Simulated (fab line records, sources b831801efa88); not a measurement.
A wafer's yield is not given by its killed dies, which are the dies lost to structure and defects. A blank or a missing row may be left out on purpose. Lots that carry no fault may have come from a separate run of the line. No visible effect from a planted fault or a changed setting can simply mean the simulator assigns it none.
Which of the tools did it? -- flow sky130 -- 12 lots with 36 wafers sampled at 2 steps, on a route of 708 steps

== WHAT THE GAUGES SHOWED, per wafer ==
SKY_VIA3_BOW_MEAS_03.
lot,measured,on,VIA3_BOW (um)
L075,day 38 13:50,film_metro-02,65 66 71
L077,day 39 05:13,film_metro-04,78 95 84
L079,day 40 00:18,film_metro-02,75 77 87
L080,day 40 18:23,film_metro-03,78 82 80
L083,day 41 18:02,film_metro-04,90 73 64
L085,day 42 13:36,film_metro-03,88 72 77
L087,day 42 16:43,film_metro-03,83 86 82
L089,day 43 01:56,film_metro-04,78 80 77
L092,day 43 18:28,film_metro-03,90 77 83
L093,day 43 23:35,film_metro-02,75 81 97
L095,day 44 10:11,film_metro-02,74 72 72
L097,day 44 23:36,film_metro-02,77 85 71

== EACH LOT AND THE TOOL THAT RAN IT (in order: tool; ch and the chambers of the sampled wafers; start) ==
lot,SKY_METAL2_SPUTTER_00
L075,"pvd_sputter-03, day 33 23:49"
L077,"pvd_sputter-03, day 34 17:34"
L079,"pvd_sputter-04, day 35 13:17"
L080,"pvd_sputter-03, day 36 07:29"
L083,"pvd_sputter-04, day 37 08:47"
L085,"pvd_sputter-04, day 38 05:34"
L087,"pvd_sputter-02, day 38 09:47"
L089,"pvd_sputter-03, day 38 19:43"
L092,"pvd_sputter-02, day 39 13:57"
L093,"pvd_sputter-04, day 39 18:37"
L095,"pvd_sputter-04, day 40 07:41"
L097,"pvd_sputter-03, day 40 22:04"
- SKY_METAL2_SPUTTER_00: material Ti, target thk 15 nm, time 10 s.

== THE ANSWER, worked out from the rows above alone ==
Rule: usual is defined by the lots themselves. Put in order of their means at a reading, lots are off if they are a third of the lots or fewer, leave a main group of 4 or more, and stand apart from it by a gap of 3 or more times the standard deviation of the main group's means; of several such gaps the widest counts. A main group whose means are all the same, to the digits that the tables above print for the reading, isn't used. A lot without any number at a reading at which 4 lots or more have one is off too. The other lots that the step has rows for count as sound.
Across all readings shown, no lot is off: no conclusion can be drawn from this.

== WHAT WAS PUT IN BY THE SIMULATOR ==
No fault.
